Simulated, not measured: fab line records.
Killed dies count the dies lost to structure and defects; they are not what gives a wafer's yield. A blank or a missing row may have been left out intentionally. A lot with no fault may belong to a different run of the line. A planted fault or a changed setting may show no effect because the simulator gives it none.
Which tool was responsible?    flow gf180mcu    13 lots with 39 wafers sampled at 4 steps, on a route of 602 steps

## WHAT THE GAUGES READ, wafer by wafer
GF_VT_IMPLANT_RS_MEAS_47: measures by four-point-probe. Usual: NWELL_RS 487.1 ohm/sq, standard deviation 1.4.
lot   measured      on            NWELL_RS (ohm/sq)  flag
L718  day 7 10:50   filmMetro-04  485.3 484.2 484.4  
L720  day 8 03:04   filmMetro-04  484.9 486.1 485.0  
L721  day 8 09:07   filmMetro-02  488.2 488.7 487.9  
L723  day 8 22:52   filmMetro-04  485.4 485.7 484.5  
L724  day 9 05:30   filmMetro-03  489.3 487.0 489.1  
L725  day 9 15:40   filmMetro-02  487.8 486.8 486.2  
L726  day 9 18:44   filmMetro-02  488.2 489.2 487.9  
L727  day 9 23:07   filmMetro-04  486.1 486.2 485.4  
L729  day 10 16:14  filmMetro-03  489.1 489.3 489.8  
L738  day 13 05:14  filmMetro-03  489.4 488.8 489.4  
L739  day 13 08:14  filmMetro-04  485.1 486.5 486.4  
L740  day 13 17:58  filmMetro-03  488.1 488.0 487.2  
L741  day 14 02:41  filmMetro-04  485.3 486.1 486.0  

GF_POLY_GATE_CD_MEAS_18. Usual: cdNm at 279.3 nm, with a standard deviation of 1.7.
lot   measured      on        cdNm (nm)          flag
L718  day 9 05:05   cdSem-01  277.5 279.4 277.1  
L720  day 9 21:44   cdSem-02  279.2 279.7 279.4  
L721  day 10 05:14  cdSem-02  280.1 277.8 279.9  
L723  day 11 00:33  cdSem-01  281.0 281.2 279.9  
L724  day 11 05:59  cdSem-02  278.7 278.7 279.2  
L725  day 11 12:57  cdSem-01  277.2 280.3 277.0  
L726  day 11 16:57  cdSem-02  279.9 280.8 280.1  
L727  day 11 20:23  cdSem-02  280.0 278.4 279.8  
L729  day 12 12:22  cdSem-02  277.6 278.2 278.3  
L738  day 15 06:46  cdSem-01  279.9 282.9 282.1  
L739  day 15 12:15  cdSem-02  277.7 280.0 279.4  
L740  day 15 18:32  cdSem-02  277.1 281.1 277.1  
L741  day 16 05:11  cdSem-02  279.1 276.9 281.6  

## EACH LOT AND THE TOOL THAT RAN IT (in order: tool; ch and the chambers of the sampled wafers; start)
lot   GF_VT_IMPLANT_RTA_45             GF_POLY_GATE_ETCH_13
L718  rtpAnneal-02 ch 0, day 7 10:37   rieSi-02 ch 0,1,2, day 9 02:02
L720  rtpAnneal-01 ch 0, day 8 02:50   rieSi-01 ch 0,1,2, day 9 17:53
L721  rtpAnneal-02 ch 0, day 8 08:53   rieSi-02 ch 0,2,3, day 10 03:43
L723  rtpAnneal-01 ch 0, day 8 22:39   rieSi-02 ch 0,1,2, day 10 21:34
L724  rtpAnneal-02 ch 0, day 9 05:17   rieSi-02 ch 1,3, day 11 04:28
L725  rtpAnneal-02 ch 0, day 9 15:26   rieSi-02 ch 1,2,3, day 11 11:19
L726  rtpAnneal-01 ch 0, day 9 18:31   rieSi-02 ch 1,3, day 11 14:58
L727  rtpAnneal-01 ch 0, day 9 22:53   rieSi-02 ch 0,2, day 11 18:37
L729  rtpAnneal-02 ch 0, day 10 16:01  rieSi-01 ch 0,3, day 12 10:49
L738  rtpAnneal-01 ch 0, day 13 05:01  rieSi-01 ch 0,1,3, day 15 04:52
L739  rtpAnneal-02 ch 0, day 13 08:01  rieSi-02 ch 1,2, day 15 10:13
L740  rtpAnneal-01 ch 0, day 13 17:44  rieSi-01 ch 1,3, day 15 16:58
L741  rtpAnneal-01 ch 0, day 14 02:28  rieSi-02 ch 0,2,3, day 16 02:31
- GF_VT_IMPLANT_RTA_45: time 30 s.
- GF_POLY_GATE_ETCH_13: etches poly-Si in HBr/Cl2, stops on SiO2, target depth 198.5 nm, time 69.6 s.

## WHAT THE TOOLS THEMSELVES READ (means of the sampled wafers that have a number; where no wafer has one, the mark that the record gives instead)
GF_VT_IMPLANT_RTA_45. Usual: chamberO2Ppm 1.997, standard deviation 0.023; lampPowerPct 33.2 %, standard deviation 2.1; wafer_temp_C_max 1054.4, standard deviation 1.4.
lot   tool          chamberO2Ppm  lampPowerPct (%)  wafer_temp_C_max  flag
L718  rtpAnneal-02  2.020         31.1              1056.1            
L720  rtpAnneal-01  1.997         35.3              1052.8            
L721  rtpAnneal-02  2.015         31.1              1056.6            
L723  rtpAnneal-01  2.009         35.3              1052.9            
L724  rtpAnneal-02  1.999         31.1              1054.8            
L725  rtpAnneal-02  1.980         31.1              1055.4            
L726  rtpAnneal-01  1.959         35.3              1054.0            
L727  rtpAnneal-01  1.974         35.3              1053.3            
L729  rtpAnneal-02  2.005         31.1              1054.4            
L738  rtpAnneal-01  2.004         35.2              1053.5            
L739  rtpAnneal-02  2.020         31.1              1055.9            
L740  rtpAnneal-01  2.003         35.3              1053.0            
L741  rtpAnneal-01  1.973         35.2              1053.7            

GF_POLY_GATE_ETCH_13. Usual: chamberPressureMTorr 10.000 mTorr, standard deviation 0.0082; drypumpMotorCurrentA 5.8 A, standard deviation 0.47; oesProductAu 0.988 a.u., standard deviation 0.0075; runLengthS 97.7 s, standard deviation 0.45; throttleValvePct 33.684 %, standard deviation 0.0097.
lot   tool      chamberPressureMTorr (mTorr)  drypumpMotorCurrentA (A)  oesProductAu (a.u.)  runLengthS (s)  throttleValvePct (%)  flag
L718  rieSi-02  9.999                         5.8                       0.989                97.6            33.685                
L720  rieSi-01  10.001                        6.0                       0.997                97.7            33.676                
L721  rieSi-02  9.995                         5.5                       0.987                97.4            33.688                
L723  rieSi-02  10.001                        5.8                       0.985                98.0            33.677                
L724  rieSi-02  10.005                        5.6                       0.985                97.5            33.676                
L725  rieSi-02  10.001                        5.5                       0.998                98.0            33.684                
L726  rieSi-02  10.001                        5.6                       0.992                97.6            33.678                
L727  rieSi-02  10.000                        5.8                       0.995                83.5            33.697                OFF
L729  rieSi-01  9.997                         5.7                       0.997                97.6            33.690                
L738  rieSi-01  9.998                         5.7                       0.979                97.6            33.690                
L739  rieSi-02  10.004                        5.8                       0.996                98.1            33.682                
L740  rieSi-01  10.000                        5.3                       0.990                97.7            33.672                
L741  rieSi-02  9.998                         5.5                       0.992                97.6            33.686                

## THE ANSWER, worked out from the rows above alone
Rule: take the mean of a lot's wafers that have a number; if it is more than 3 standard deviations from the usual mean, the lot is off. A lot without any number at a reading at which 4 lots or more have one is off too. Any other lot the step has rows for is counted as sound. First the gauges in route order, then the tools' own readings, where a lot's mean is used as printed above. The first step at which some lot is off is used, and at that step the reading that is off furthest; a lot without a number counts as furthest.
Off, at GF_POLY_GATE_ETCH_13 on runLengthS: L727.
A tool fits if, at that step or a process step before it, it ran every lot that is off, and no sound lot after the first of them. No candidate that was tried fits.

## WHAT THE SIMULATOR HAD INSERTED
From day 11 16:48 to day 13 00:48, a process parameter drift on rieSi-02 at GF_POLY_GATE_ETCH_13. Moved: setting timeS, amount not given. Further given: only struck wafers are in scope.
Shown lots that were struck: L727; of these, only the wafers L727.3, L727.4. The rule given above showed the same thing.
